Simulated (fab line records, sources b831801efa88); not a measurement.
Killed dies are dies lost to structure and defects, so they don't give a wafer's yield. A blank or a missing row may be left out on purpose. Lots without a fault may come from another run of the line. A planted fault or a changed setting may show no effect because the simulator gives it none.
Problem report in the 8D (eight disciplines) form, filled by code | flow gf180mcu | the parts of the form that need people (team, actions taken, sign-off) are left out

1. THE PROBLEM
cd_nm at GF_M2_CD_MEAS_14 reads a mean of 321.3 nm on 6 wafers of 2 lots; wafers without a fault read 280.1 nm with a standard deviation of 1.3. That is +32 standard deviations from the usual mean.
The step: target cd 280 nm.
First seen on wafer L573.4, day 25 11:02, on cd_sem-01. The record holds 42 wafers of 14 lots with a number at this step. Rule for "out", or "out of limits": more than 4 standard deviations from the usual mean. The other wafers with a number count as sound.

2. WHAT IT IS AND WHAT IT IS NOT
question                    | is                     | is not
which readings at this step | cd_nm                  | -
which lots                  | L573, L575             | L556, L557, L558, L559, L560, L563, L564, L565, L568, L569, L578, L579
which wafers of those lots  | all that have a number | -
read on which gauges        | cd_sem-01, cd_sem-02   | -
when                        | from day 25 11:02      | up to then (30 sound wafers); but 6 sound wafers of L578, L579 came after

3. SUSPECTS, AND WHAT RULES EACH OUT
Counting: a tool at a process step up to the reading stays a suspect if it ran every lot that is out and no sound lot after the first of them.
- the gauge at GF_M2_CD_MEAS_14: ruled out. The wafers that are out were read on 2 gauges (cd_sem-01, cd_sem-02).
- krf_scanner-01 at GF_M2_EXPOSE_11 (exposes mask Metal2, target cd 280 nm): kept. It ran every lot that is out, first L573 (day 25 00:36), and no sound lot after that; its last sound lot up to then is L568 (day 23 02:16). Its own readings are out on those wafers: exposure_dose_mJ_cm2.
Left after counting: krf_scanner-01 at GF_M2_EXPOSE_11.

4. THE CAUSE (what the simulator had put in)
Process parameter drift: krf_scanner-01, from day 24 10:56 on, at GF_M2_EXPOSE_11. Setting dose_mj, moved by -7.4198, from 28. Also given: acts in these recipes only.
Counting left only this tool.

5. THE CHAIN OF EFFECTS, in route order
Each row: a reading whose mean over the struck wafers that have a number lies more than 3 standard deviations from the usual. Only readings for which the record gives a usual standard deviation are gone through. hours: the time from each lot's start at the first step in this table that gives one to its start at this step, as a median over the lots. sigmas: the change in usual standard deviations.
hours | step             | reading              | usual    | on struck wafers | change | sigmas
0     | GF_M2_EXPOSE_11  | exposure_dose_mJ_cm2 | 28.05    | 21.28            | -6.77  | -83
11    | GF_M2_CD_MEAS_14 | cd_nm                | 280.1 nm | 321.3            | +41.2  | +32
The process steps in it:
- GF_M2_EXPOSE_11: exposes mask Metal2, target cd 280 nm.
Later measuring or inspecting steps at which every struck wafer that the step has a row for has a number for every such reading, and none has moved that far: GF_M2_OVL_MEAS_15, GF_V2_THK_MEAS_01.

6. WHAT WOULD HAVE CAUGHT IT SOONER
In this record the first reading out of limits at a measuring or inspecting step was taken at day 25 11:02, 24 hours after the fault began at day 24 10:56.
The tool's own readings at GF_M2_EXPOSE_11 were out on every struck wafer that the step has a row for (exposure_dose_mJ_cm2): an alarm limit on them would have fired on the first of those.
Of the lots that are out (2), L575 began GF_M2_EXPOSE_11 on krf_scanner-01 after day 25 11:02. A hold on the tool at that time would have spared it.
